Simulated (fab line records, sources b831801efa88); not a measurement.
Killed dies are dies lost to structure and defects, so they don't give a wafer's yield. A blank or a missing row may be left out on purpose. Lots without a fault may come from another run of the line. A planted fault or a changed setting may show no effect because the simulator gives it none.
Which tool did it? | flow sky130 | 13 lots, 39 wafers sampled, at 4 steps of a route of 708

WHAT THE GAUGES READ, wafer by wafer
SKY_VT_ADJUST_PCH_TW_MEAS_10.
lot  | measured     | on            | VT_ADJUST_PCH_TW
L744 | day 11 01:45 | film_metro-02 | 146.2 146.5 147.4
L745 | day 11 14:10 | film_metro-02 | 146.2 146.3 146.5
L746 | day 11 19:45 | film_metro-02 | 146.3 146.3 146.2
L750 | day 12 20:52 | film_metro-04 | 143.5 143.4 143.8
L751 | day 13 09:14 | film_metro-01 | 141.9 142.6 142.5
L752 | day 13 12:16 | film_metro-04 | 143.7 143.6 143.8
L753 | day 13 21:55 | film_metro-01 | 170.5 170.8 170.5
L754 | day 14 03:29 | film_metro-02 | 176.1 175.2 174.1
L755 | day 14 10:50 | film_metro-04 | 142.5 142.3 143.1
L758 | day 15 06:31 | film_metro-04 | 173.1 172.3 172.8
L764 | day 17 03:25 | film_metro-04 | 143.3 142.3 143.0
L765 | day 17 20:42 | film_metro-01 | 141.1 141.5 141.4
L767 | day 18 10:37 | film_metro-02 | 144.8 144.9 145.4

SKY_CONTACT_THK_MEAS_26: measures by xrf.
lot  | measured     | on            | CONTACT_W_THK (nm)
L744 | day 32 22:45 | film_metro-03 | 332 328 325
L745 | day 33 02:31 | film_metro-03 | 327 333 325
L746 | day 33 06:47 | film_metro-02 | 330 322 321
L750 | day 34 13:06 | film_metro-03 | 334 334 328
L751 | day 35 10:13 | film_metro-02 | 324 324 325
L752 | day 35 11:54 | film_metro-02 | 323 316 319
L753 | day 35 16:11 | film_metro-02 | 324 327 323
L754 | day 35 22:23 | film_metro-03 | 323 325 327
L755 | day 36 14:47 | film_metro-02 | 327 325 329
L758 | day 37 00:01 | film_metro-02 | 323 324 322
L764 | day 38 21:48 | film_metro-03 | 329 328 334
L765 | day 39 12:16 | film_metro-03 | 328 332 328
L767 | day 39 21:31 | film_metro-03 | 337 335 331

SKY_METAL2_OVL_MEAS_16.
lot  | measured     | on         | METAL2_OVL (nm)
L744 | day 36 12:32 | overlay-01 | -3 -1 -2
L745 | day 36 16:36 | overlay-01 | 2 9 0
L746 | day 36 20:43 | overlay-02 | -1 -5 -9
L750 | day 38 00:55 | overlay-02 | 3 7 7
L751 | day 38 22:17 | overlay-02 | -6 -1 0
L752 | day 38 23:34 | overlay-02 | 5 2 0
L753 | day 39 02:25 | overlay-02 | 0 -1 -5
L754 | day 39 08:35 | overlay-01 | 2 6 4
L755 | day 40 00:46 | overlay-01 | -3 2 -4
L758 | day 40 10:50 | overlay-01 | 1 -7 5
L764 | day 42 03:51 | overlay-01 | -3 3 1
L765 | day 42 16:50 | overlay-01 | -1 -11 -2
L767 | day 43 04:10 | overlay-02 | 1 2 2

WHICH TOOL RAN EACH LOT (tool, then ch and the chambers of the sampled wafers, then the start)
lot  | SKY_VT_ADJUST_PCH_IMPLANT_08
L744 | implanter-01 ch 0, day 11 01:31
L745 | implanter-03 ch 0, day 11 13:57
L746 | implanter-02 ch 0, day 11 19:30
L750 | implanter-03 ch 0, day 12 20:38
L751 | implanter-02 ch 0, day 13 09:02
L752 | implanter-02 ch 0, day 13 12:02
L753 | implanter-03 ch 0, day 13 21:21
L754 | implanter-02 ch 0, day 14 02:56
L755 | implanter-02 ch 0, day 14 10:35
L758 | implanter-01 ch 0, day 15 05:58
L764 | implanter-03 ch 0, day 17 03:11
L765 | implanter-03 ch 0, day 17 20:27
L767 | implanter-02 ch 0, day 18 10:23
- SKY_VT_ADJUST_PCH_IMPLANT_08

WHAT THE TOOLS THEMSELVES READ (means of the sampled wafers that have a number; where no wafer has one, the mark that the record gives instead)
The record holds no such reading with a usual standard deviation.

THE ANSWER, worked out from the rows above alone
Rule: what is usual is taken from the lots themselves. Put in order of their means at a reading, lots are off if they are a third of the lots or fewer, leave a main group of 4 or more, and stand apart from it by a gap of 3 or more times the standard deviation of the main group's means; of several such gaps the widest counts. A main group whose means are all the same, to the digits that the tables above print for the reading, isn't used. A lot without any number at a reading at which 4 lots or more have one is off too. The other lots that the step has rows for count as sound. The gauges are gone through in route order, then the tools' own readings, and for those a lot's mean is taken as printed above. The first step at which some lot is off is used, and at that step the reading that is off furthest; a lot without a number counts as furthest.
Off: L753, L754, L758, at SKY_VT_ADJUST_PCH_TW_MEAS_10 (VT_ADJUST_PCH_TW). The main group: mean 144.1, standard deviation 1.8.
A tool fits if, at a process step before that reading, it ran every lot that is off, and no sound lot after the first of them. The gauges at SKY_VT_ADJUST_PCH_TW_MEAS_10 are tried like those tools. None of those tried fits.

WHAT THE SIMULATOR HAD PUT IN
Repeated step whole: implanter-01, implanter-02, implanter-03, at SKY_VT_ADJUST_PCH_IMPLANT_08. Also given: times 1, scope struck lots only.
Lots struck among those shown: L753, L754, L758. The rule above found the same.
